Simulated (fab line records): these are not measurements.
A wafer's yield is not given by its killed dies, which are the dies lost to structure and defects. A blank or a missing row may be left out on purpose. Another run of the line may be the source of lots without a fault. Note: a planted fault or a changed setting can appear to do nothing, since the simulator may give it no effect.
The tool behind it: which one? / flow gf180mcu / Sampling: 13 lots, 39 wafers, 2 of 602 route steps

== WHAT EACH GAUGE READ, for each wafer ==
GF_M1_OVL_MEAS_15. Usual: M1_OVL typically reads -5 nm, with standard deviation 5.9.
lot=L494; measured=day 17 02:43; on=overlay-01; M1_OVL (nm)=-12 -5 -9; flag=
lot=L498; measured=day 18 23:25; on=overlay-01; M1_OVL (nm)=-8 -11 -4; flag=
lot=L500; measured=day 19 04:04; on=overlay-01; M1_OVL (nm)=-3 -3 1; flag=
lot=L499; measured=day 19 04:13; on=overlay-01; M1_OVL (nm)=4 5 5; flag=
lot=L502; measured=day 19 21:26; on=overlay-01; M1_OVL (nm)=-1 5 2; flag=
lot=L501; measured=day 20 01:37; on=overlay-01; M1_OVL (nm)=-5 -5 -8; flag=
lot=L507; measured=day 21 17:34; on=overlay-01; M1_OVL (nm)=-6 -11 -5; flag=
lot=L508; measured=day 22 04:12; on=overlay-02; M1_OVL (nm)=2 -4 -5; flag=
lot=L509; measured=day 22 10:06; on=overlay-01; M1_OVL (nm)=-3 -12 -15; flag=
lot=L511; measured=day 23 02:49; on=overlay-01; M1_OVL (nm)=-9 -7 -13; flag=
lot=L512; measured=day 23 16:27; on=overlay-02; M1_OVL (nm)=-7 -1 -5; flag=
lot=L515; measured=day 24 17:40; on=overlay-01; M1_OVL (nm)=0 3 1; flag=
lot=L516; measured=day 24 18:36; on=overlay-01; M1_OVL (nm)=0 -10 1; flag=

GF_V1_OVL_MEAS_15. Usual: V1_OVL typically reads -3 nm, with standard deviation 5.2.
lot=L494; measured=day 18 02:53; on=overlay-01; V1_OVL (nm)=-9 1 -5; flag=
lot=L498; measured=day 20 00:16; on=overlay-02; V1_OVL (nm)=-1 -3 -3; flag=
lot=L500; measured=day 20 05:32; on=overlay-02; V1_OVL (nm)=-4 7 1; flag=
lot=L499; measured=day 20 06:00; on=overlay-01; V1_OVL (nm)=0 -5 2; flag=
lot=L502; measured=day 20 22:56; on=overlay-01; V1_OVL (nm)=-5 -2 -4; flag=
lot=L501; measured=day 21 03:24; on=overlay-02; V1_OVL (nm)=-4 -7 -3; flag=
lot=L507; measured=day 22 17:55; on=overlay-02; V1_OVL (nm)=-5 -8 -6; flag=
lot=L508; measured=day 23 04:38; on=overlay-02; V1_OVL (nm)=4 9 12; flag=
lot=L509; measured=day 23 10:52; on=overlay-02; V1_OVL (nm)=-3 2 -1; flag=
lot=L511; measured=day 24 03:05; on=overlay-01; V1_OVL (nm)=6 -3 1; flag=
lot=L512; measured=day 24 15:26; on=overlay-01; V1_OVL (nm)=-3 -3 -3; flag=
lot=L515; measured=day 25 17:31; on=overlay-02; V1_OVL (nm)=-3 -10 1; flag=
lot=L516; measured=day 25 17:45; on=overlay-02; V1_OVL (nm)=-2 -3 -5; flag=

== WHICH TOOL RAN EACH LOT (tool, then ch and the chambers of the sampled wafers, then the start) ==
No process step before these readings appears in the record.

== AS READ BY THE TOOLS THEMSELVES (means over the sampled wafers that have a number; for cases with no such wafer, the mark the record gives instead) ==
The record holds no such reading with a usual standard deviation.

== THE ANSWER, worked out from the rows above alone ==
Rule: take the mean of a lot's wafers that have a number; if it is more than 3 standard deviations from the usual mean, the lot is off. Also off: a lot with no number at a reading for which 4 or more lots have one. Where the step has rows for the other lots, those lots are counted as sound. The gauges are gone through in route order, then the tools' own readings, and for those a lot's mean is taken as printed above. The first step at which some lot is off is used, and at that step the reading that is off furthest; a lot without a number counts as furthest.
No lot is off at any reading shown: from this, nothing can be told.

== WHAT WAS PUT IN BY THE SIMULATOR ==
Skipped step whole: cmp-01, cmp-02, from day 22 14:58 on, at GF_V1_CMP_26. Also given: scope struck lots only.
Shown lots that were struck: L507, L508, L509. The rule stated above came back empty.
